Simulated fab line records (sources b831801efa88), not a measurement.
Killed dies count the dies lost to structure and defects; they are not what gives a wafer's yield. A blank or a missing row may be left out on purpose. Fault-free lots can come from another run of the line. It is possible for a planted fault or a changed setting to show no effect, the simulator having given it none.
Which of the tools did it? | flow gf180mcu | 36 wafers from 12 lots sampled at 5 of the route's 602 steps

## WHAT THE GAUGES SHOWED, per wafer
GF_V4_THK_MEAS_01.
lot  | measured     | on            | V4_CVD_00_THK (nm)
L228 | day 23 12:55 | film_metro-03 | 596 604 604
L231 | day 24 16:32 | film_metro-04 | 601 601 613
L232 | day 24 18:44 | film_metro-02 | 606 601 604
L233 | day 25 03:27 | film_metro-02 | 601 598 602
L234 | day 25 15:58 | film_metro-04 | 607 609 606
L236 | day 26 05:02 | film_metro-03 | 604 611 601
L238 | day 27 02:28 | film_metro-03 | 516 599 613 515 599 614
L239 | day 27 07:58 | film_metro-03 | 607 603 518 608 604 518
L240 | day 27 17:11 | film_metro-04 | 607 606 609
L248 | day 29 21:48 | film_metro-02 | 596 607 594
L250 | day 30 10:01 | film_metro-03 | 603 598 600
L251 | day 30 11:15 | film_metro-02 | 608 604 606

GF_V4_BOW_MEAS_05.
lot  | measured     | on            | V4_BOW (um)
L228 | day 23 13:26 | film_metro-02 | 134 137 130
L231 | day 24 17:03 | film_metro-02 | 135 129 141
L232 | day 24 19:14 | film_metro-02 | 137 143 148
L233 | day 25 03:57 | film_metro-04 | 127 127 125
L234 | day 25 16:28 | film_metro-03 | 146 136 139
L236 | day 26 05:32 | film_metro-04 | 129 129 113
L238 | day 27 07:43 | film_metro-03 | 124 144 134
L239 | day 27 11:32 | film_metro-02 | 150 133 127
L240 | day 27 17:41 | film_metro-02 | 133 139 138
L248 | day 29 22:17 | film_metro-03 | 164 147 150
L250 | day 30 10:32 | film_metro-02 | 132 141 134
L251 | day 30 11:44 | film_metro-03 | 145 136 142

GF_V4_OVL_MEAS_15.
lot  | measured     | on         | V4_OVL (nm)
L228 | day 24 12:04 | overlay-01 | 0 -5 1
L231 | day 25 14:34 | overlay-02 | -2 -3 -10
L232 | day 25 17:18 | overlay-01 | 14 15 11
L233 | day 26 01:35 | overlay-01 | -3 -10 -1
L234 | day 26 13:23 | overlay-02 | 1 4 2
L236 | day 27 02:29 | overlay-01 | 2 -1 1
L238 | day 27 23:31 | overlay-02 | 13 9 11
L239 | day 28 05:17 | overlay-02 | -1 -3 -2
L240 | day 28 12:53 | overlay-01 | -13 -9 -8
L248 | day 30 16:31 | overlay-01 | 4 4 6
L250 | day 31 04:48 | overlay-02 | -1 4 5
L251 | day 31 05:49 | overlay-01 | 5 -2 2

## WHICH TOOL RAN EACH LOT (tool, then ch and the chambers of the sampled wafers, then the start)
lot  | GF_M4_SPUTTER_03             | GF_V4_CVD_00
L228 | pvd_sputter-02, day 22 14:01 | hdpcvd-02 ch 0,1,2, day 23 12:51
L231 | pvd_sputter-01, day 23 17:45 | hdpcvd-01 ch 1,2, day 24 16:28
L232 | pvd_sputter-04, day 23 19:38 | hdpcvd-02 ch 0,2, day 24 18:40
L233 | pvd_sputter-01, day 24 05:32 | hdpcvd-02 ch 0,1,2, day 25 03:22
L234 | pvd_sputter-01, day 24 17:13 | hdpcvd-01 ch 1,2, day 25 15:52
L236 | pvd_sputter-02, day 25 07:40 | hdpcvd-02 ch 0,1,2, day 26 04:58
L238 | pvd_sputter-01, day 26 04:52 | hdpcvd-02 ch 0,1,2, day 27 02:23
L239 | pvd_sputter-02, day 26 10:49 | hdpcvd-02 ch 0,1,2, day 27 07:53
L240 | pvd_sputter-01, day 26 20:28 | hdpcvd-01 ch 0,2, day 27 17:06
L248 | pvd_sputter-04, day 29 01:32 | hdpcvd-02 ch 1,2, day 29 21:43
L250 | pvd_sputter-04, day 29 14:47 | hdpcvd-02 ch 0,1, day 30 09:55
L251 | pvd_sputter-01, day 29 16:16 | hdpcvd-02 ch 0,1,2, day 30 11:10
- GF_M4_SPUTTER_03: material Ti, target thk 10 nm, time 6.7 s.
- GF_V4_CVD_00: deposits SiO2, target thk 600 nm, time 100 s.

## AS READ BY THE TOOLS THEMSELVES (means over the sampled wafers that have a number; for cases with no such wafer, the mark the record gives instead)
GF_M4_SPUTTER_03.
lot  | tool           | throttle_valve_pct (%)
L228 | pvd_sputter-02 | 29.6
L231 | pvd_sputter-01 | 30.1
L232 | pvd_sputter-04 | 29.5
L233 | pvd_sputter-01 | 30.8
L234 | pvd_sputter-01 | 30.2
L236 | pvd_sputter-02 | 31.9
L238 | pvd_sputter-01 | 30.9
L239 | pvd_sputter-02 | 29.6
L240 | pvd_sputter-01 | 30.9
L248 | pvd_sputter-04 | 29.1
L250 | pvd_sputter-04 | 29.6
L251 | pvd_sputter-01 | 30.2

GF_V4_CVD_00.
lot  | tool      | sih4_flow_sccm (sccm)
L228 | hdpcvd-02 | 60.10
L231 | hdpcvd-01 | 59.94
L232 | hdpcvd-02 | 59.96
L233 | hdpcvd-02 | 60.13
L234 | hdpcvd-01 | 60.05
L236 | hdpcvd-02 | 59.91
L238 | hdpcvd-02 | 57.31
L239 | hdpcvd-02 | 57.04
L240 | hdpcvd-01 | 59.90
L248 | hdpcvd-02 | 60.10
L250 | hdpcvd-02 | 60.07
L251 | hdpcvd-02 | 60.15

## THE ANSWER, worked out from the rows above alone
Rule: what is usual is taken from the lots themselves. The widest of any qualifying gaps counts: lots, ordered by their means at a reading, are off when they make up no more than a third of the lots, leave a main group of 4 or more, and stand apart from it by 3 or more times the standard deviation of that group's means. A main group whose means are all the same, to the digits that the tables above print for the reading, isn't used. A lot without any number at a reading at which 4 lots or more have one is off too. The other lots that the step has rows for count as sound. First the gauges in route order, then the tools' own readings, where a lot's mean is used as printed above. At the first step where some lot is off, the reading lying furthest off is the one used; lots without a number count as furthest.
Off: L238, L239, at GF_V4_THK_MEAS_01 (V4_CVD_00_THK). Main group: mean 604 nm, sd 2.9.
If a tool, at a process step before that reading, ran all the lots that are off and no sound lot after the first of them, it fits. Not tried: the gauges at GF_V4_THK_MEAS_01; whatever is off there is also off at GF_V4_CVD_00, on other tools, and gauge error can't account for it. Of those tried, none fits.

## WHAT THE SIMULATOR HAD PUT IN
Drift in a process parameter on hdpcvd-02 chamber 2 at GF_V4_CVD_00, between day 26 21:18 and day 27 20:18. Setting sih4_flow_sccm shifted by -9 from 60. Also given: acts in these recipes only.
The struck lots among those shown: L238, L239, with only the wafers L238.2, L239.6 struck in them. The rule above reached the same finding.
